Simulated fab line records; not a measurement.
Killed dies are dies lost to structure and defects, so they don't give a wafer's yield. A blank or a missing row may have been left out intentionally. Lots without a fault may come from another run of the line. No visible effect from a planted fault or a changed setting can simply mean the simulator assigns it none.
What tool caused it? :: flow sky130 :: 35 wafers from 12 lots sampled at 5 of the route's 708 steps

== WHAT THE GAUGES READ, wafer by wafer ==
SKY_VT_ADJUST_LVTN_OVL_MEAS_18.
lot: L373
measured: day 8 11:24
on: overlay-02
VT_ADJUST_LVTN_01_OVL (nm): -1.2 0.0 -0.5

lot: L375
measured: day 8 13:20
on: overlay-02
VT_ADJUST_LVTN_01_OVL (nm): -3.8 -1.3 -2.1

lot: L374
measured: day 8 13:29
on: overlay-01
VT_ADJUST_LVTN_01_OVL (nm): -0.6 -0.7 -2.1

lot: L376
measured: day 8 14:50
on: overlay-01
VT_ADJUST_LVTN_01_OVL (nm): -1.3 -0.8 -3.1

lot: L377
measured: day 9 01:00
on: overlay-01
VT_ADJUST_LVTN_01_OVL (nm): -2.6 -1.4 -1.9

lot: L385
measured: day 11 03:46
on: overlay-01
VT_ADJUST_LVTN_01_OVL (nm): 225.9 229.5 227.8

lot: L386
measured: day 11 12:51
on: overlay-01
VT_ADJUST_LVTN_01_OVL (nm): 226.1 226.5 225.5

lot: L387
measured: day 11 20:43
on: overlay-02
VT_ADJUST_LVTN_01_OVL (nm): 226.2 225.3 224.3

lot: L388
measured: day 12 03:22
on: overlay-02
VT_ADJUST_LVTN_01_OVL (nm): -0.6 -1.4 -2.5

lot: L389
measured: day 12 07:02
on: overlay-01
VT_ADJUST_LVTN_01_OVL (nm): 0.6 -0.7 -0.9

lot: L391
measured: day 12 19:08
on: overlay-02
VT_ADJUST_LVTN_01_OVL (nm): -2.6 -2.5

lot: L393
measured: day 13 08:03
on: overlay-02
VT_ADJUST_LVTN_01_OVL (nm): -0.7 0.8 -1.6

SKY_RES_PROTECT_TW_MEAS_08.
lot: L373
measured: day 16 03:10
on: film_metro-01
POLY_GATE_TW: 4096 4069 4086

lot: L375
measured: day 15 21:38
on: film_metro-01
POLY_GATE_TW: 4079 4079 4093

lot: L374
measured: day 16 00:13
on: film_metro-01
POLY_GATE_TW: 4107 4074 4090

lot: L376
measured: day 16 03:28
on: film_metro-04
POLY_GATE_TW: 3994 4018 3996

lot: L377
measured: day 16 13:00
on: film_metro-04
POLY_GATE_TW: 4048 4043 4061

lot: L385
measured: day 19 13:34
on: film_metro-02
POLY_GATE_TW: 4035 4014 4017

lot: L386
measured: day 20 03:10
on: film_metro-04
POLY_GATE_TW: 3982 3963 3975

lot: L387
measured: day 20 10:03
on: film_metro-04
POLY_GATE_TW: 3954 3962 3953

lot: L388
measured: day 20 17:29
on: film_metro-04
POLY_GATE_TW: 3995 3977 3994

lot: L389
measured: day 20 21:46
on: film_metro-04
POLY_GATE_TW: 3979 3987 3958

lot: L391
measured: day 23 01:01
on: film_metro-02
POLY_GATE_TW: 4013 4034

lot: L393
measured: day 23 01:02
on: film_metro-04
POLY_GATE_TW: 3965 3959 3957

SKY_CONTACT_OVL_MEAS_15.
lot: L373
measured: day 32 14:17
on: overlay-01
CONTACT_OVL (nm): 0 -12 7

lot: L375
measured: day 32 13:05
on: overlay-02
CONTACT_OVL (nm): 5 5 4

lot: L374
measured: day 32 13:20
on: overlay-02
CONTACT_OVL (nm): 0 -5 -1

lot: L376
measured: day 32 15:22
on: overlay-02
CONTACT_OVL (nm): 13 11 4

lot: L377
measured: day 32 22:55
on: overlay-02
CONTACT_OVL (nm): -12 -1 -8

lot: L385
measured: day 35 15:54
on: overlay-01
CONTACT_OVL (nm): -2 0 -7

lot: L386
measured: day 36 01:12
on: overlay-02
CONTACT_OVL (nm): -4 -12 -7

lot: L387
measured: day 36 08:32
on: overlay-02
CONTACT_OVL (nm): -2 -4 -4

lot: L388
measured: day 36 12:58
on: overlay-02
CONTACT_OVL (nm): 5 3 -6

lot: L389
measured: day 36 14:18
on: overlay-02
CONTACT_OVL (nm): -1 7 3

lot: L391
measured: day 38 14:43
on: overlay-02
CONTACT_OVL (nm): 2 8

lot: L393
measured: day 38 11:47
on: overlay-01
CONTACT_OVL (nm): -1 -3 -5

== WHICH TOOL RAN EACH LOT (tool, then ch and the chambers of the sampled wafers, then the start) ==
lot: L373
SKY_VT_ADJUST_LVTN_EXPOSE_15: iline_stepper-02 ch 0, day 8 01:44
SKY_LOCAL_INTERCONNECT_METAL_ETCH_14: rie_metal-01 ch 0,1, day 31 11:13

lot: L375
SKY_VT_ADJUST_LVTN_EXPOSE_15: iline_stepper-02 ch 0, day 8 03:40
SKY_LOCAL_INTERCONNECT_METAL_ETCH_14: rie_metal-04 ch 0,1, day 31 09:10

lot: L374
SKY_VT_ADJUST_LVTN_EXPOSE_15: iline_stepper-02 ch 0, day 8 03:44
SKY_LOCAL_INTERCONNECT_METAL_ETCH_14: rie_metal-02 ch 0,1, day 31 09:40

lot: L376
SKY_VT_ADJUST_LVTN_EXPOSE_15: iline_stepper-02 ch 0, day 8 04:59
SKY_LOCAL_INTERCONNECT_METAL_ETCH_14: rie_metal-04 ch 0,1, day 31 12:08

lot: L377
SKY_VT_ADJUST_LVTN_EXPOSE_15: iline_stepper-01 ch 0, day 8 14:30
SKY_LOCAL_INTERCONNECT_METAL_ETCH_14: rie_metal-04 ch 0,1, day 31 18:34

lot: L385
SKY_VT_ADJUST_LVTN_EXPOSE_15: iline_stepper-02 ch 0, day 10 16:13
SKY_LOCAL_INTERCONNECT_METAL_ETCH_14: rie_metal-02 ch 0,1, day 34 12:57

lot: L386
SKY_VT_ADJUST_LVTN_EXPOSE_15: iline_stepper-02 ch 0, day 11 01:51
SKY_LOCAL_INTERCONNECT_METAL_ETCH_14: rie_metal-04 ch 0,1, day 34 21:46

lot: L387
SKY_VT_ADJUST_LVTN_EXPOSE_15: iline_stepper-02 ch 0, day 11 08:56
SKY_LOCAL_INTERCONNECT_METAL_ETCH_14: rie_metal-04 ch 0, day 35 05:30

lot: L388
SKY_VT_ADJUST_LVTN_EXPOSE_15: iline_stepper-01 ch 0, day 11 15:00
SKY_LOCAL_INTERCONNECT_METAL_ETCH_14: rie_metal-02 ch 0,1, day 35 09:38

lot: L389
SKY_VT_ADJUST_LVTN_EXPOSE_15: iline_stepper-01 ch 0, day 11 19:18
SKY_LOCAL_INTERCONNECT_METAL_ETCH_14: rie_metal-01 ch 0,1, day 35 10:48

lot: L391
SKY_VT_ADJUST_LVTN_EXPOSE_15: iline_stepper-01 ch 0, day 12 07:46
SKY_LOCAL_INTERCONNECT_METAL_ETCH_14: rie_metal-01 ch 0,1, day 37 12:38

lot: L393
SKY_VT_ADJUST_LVTN_EXPOSE_15: iline_stepper-01 ch 0, day 12 19:26
SKY_LOCAL_INTERCONNECT_METAL_ETCH_14: rie_metal-01 ch 0,1, day 37 09:41
- SKY_VT_ADJUST_LVTN_EXPOSE_15: exposes mask HVN STD DERIVED, target cd 600 nm.
- SKY_LOCAL_INTERCONNECT_METAL_ETCH_14: etches TiN in Cl2/BCl3, stops on PSG, target depth 110 nm, time 31.4 s.

== AS READ BY THE TOOLS THEMSELVES (means over the sampled wafers that have a number; for cases with no such wafer, the mark the record gives instead) ==
SKY_VT_ADJUST_LVTN_EXPOSE_15.
lot: L373
tool: iline_stepper-02
reticle_temp_C (C): 22.99

lot: L375
tool: iline_stepper-02
reticle_temp_C (C): 23.12

lot: L374
tool: iline_stepper-02
reticle_temp_C (C): 22.86

lot: L376
tool: iline_stepper-02
reticle_temp_C (C): 23.05

lot: L377
tool: iline_stepper-01
reticle_temp_C (C): 22.98

lot: L385
tool: iline_stepper-02
reticle_temp_C (C): 23.12

lot: L386
tool: iline_stepper-02
reticle_temp_C (C): 22.92

lot: L387
tool: iline_stepper-02
reticle_temp_C (C): 22.94

lot: L388
tool: iline_stepper-01
reticle_temp_C (C): 22.97

lot: L389
tool: iline_stepper-01
reticle_temp_C (C): 22.86

lot: L391
tool: iline_stepper-01
reticle_temp_C (C): 23.08

lot: L393
tool: iline_stepper-01
reticle_temp_C (C): 22.94

SKY_LOCAL_INTERCONNECT_METAL_ETCH_14.
lot: L373
tool: rie_metal-01
drypump_motor_current_A (A): 6.1
oes_product_au (a.u.): 0.927
rf_fwd_power_W (W): 892
throttle_valve_pct (%): 21.905

lot: L375
tool: rie_metal-04
drypump_motor_current_A (A): 6.0
oes_product_au (a.u.): 0.945
rf_fwd_power_W (W): 888
throttle_valve_pct (%): 21.899

lot: L374
tool: rie_metal-02
drypump_motor_current_A (A): 5.8
oes_product_au (a.u.): 0.933
rf_fwd_power_W (W): 887
throttle_valve_pct (%): 21.909

lot: L376
tool: rie_metal-04
drypump_motor_current_A (A): 6.0
oes_product_au (a.u.): 0.950
rf_fwd_power_W (W): 887
throttle_valve_pct (%): 21.896

lot: L377
tool: rie_metal-04
drypump_motor_current_A (A): 5.9
oes_product_au (a.u.): 0.939
rf_fwd_power_W (W): 887
throttle_valve_pct (%): 21.898

lot: L385
tool: rie_metal-02
drypump_motor_current_A (A): 5.8
oes_product_au (a.u.): 0.940
rf_fwd_power_W (W): 886
throttle_valve_pct (%): 21.905

lot: L386
tool: rie_metal-04
drypump_motor_current_A (A): 5.9
oes_product_au (a.u.): 0.942
rf_fwd_power_W (W): 890
throttle_valve_pct (%): 21.906

lot: L387
tool: rie_metal-04
drypump_motor_current_A (A): 6.0
oes_product_au (a.u.): 0.929
rf_fwd_power_W (W): 888
throttle_valve_pct (%): 21.907

lot: L388
tool: rie_metal-02
drypump_motor_current_A (A): 5.8
oes_product_au (a.u.): 0.949
rf_fwd_power_W (W): 889
throttle_valve_pct (%): 21.897

lot: L389
tool: rie_metal-01
drypump_motor_current_A (A): 6.2
oes_product_au (a.u.): 0.946
rf_fwd_power_W (W): 892
throttle_valve_pct (%): 21.904

lot: L391
tool: rie_metal-01
drypump_motor_current_A (A): 6.1
oes_product_au (a.u.): 0.931
rf_fwd_power_W (W): 892
throttle_valve_pct (%): 21.903

lot: L393
tool: rie_metal-01
drypump_motor_current_A (A): 6.0
oes_product_au (a.u.): 0.941
rf_fwd_power_W (W): 892
throttle_valve_pct (%): 21.908

== THE ANSWER, worked out from the rows above alone ==
Rule: usual is defined by the lots themselves. Put in order of their means at a reading, lots are off if they are a third of the lots or fewer, leave a main group of 4 or more, and stand apart from it by a gap of 3 or more times the standard deviation of the main group's means; of several such gaps the widest counts. The tables above print the reading to a certain number of digits; a main group whose means all agree to those digits is not used. Also off: a lot with no number at a reading for which 4 or more lots have one. The other lots that the step has rows for count as sound. After the gauges, taken in route order, come the tools' own readings; for these a lot's mean is taken, as printed above. At the first step where some lot is off, the reading lying furthest off is the one used; lots without a number count as furthest.
Off: L385, L386, L387, at SKY_VT_ADJUST_LVTN_OVL_MEAS_18 (VT_ADJUST_LVTN_01_OVL). The main group: mean -1.4 nm, standard deviation 0.78.
A tool fits if, at a process step before that reading, it ran every lot that is off, and no sound lot after the first of them. Those tools and the gauges at SKY_VT_ADJUST_LVTN_OVL_MEAS_18 are tried in the same way. One candidate fits, namely iline_stepper-02 at SKY_VT_ADJUST_LVTN_EXPOSE_15. A fault onset in the window from L376 (day 8 04:59, its last sound lot) to L385 (day 10 16:13, its first lot off) fits.

== WHAT HAD BEEN PUT IN BY THE SIMULATOR ==
Scanner matching overlay: iline_stepper-02, from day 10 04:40 on, at SKY_VT_ADJUST_LVTN_EXPOSE_15. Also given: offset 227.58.
Lots struck among those shown: L385, L386, L387. The same result came from the rule above.
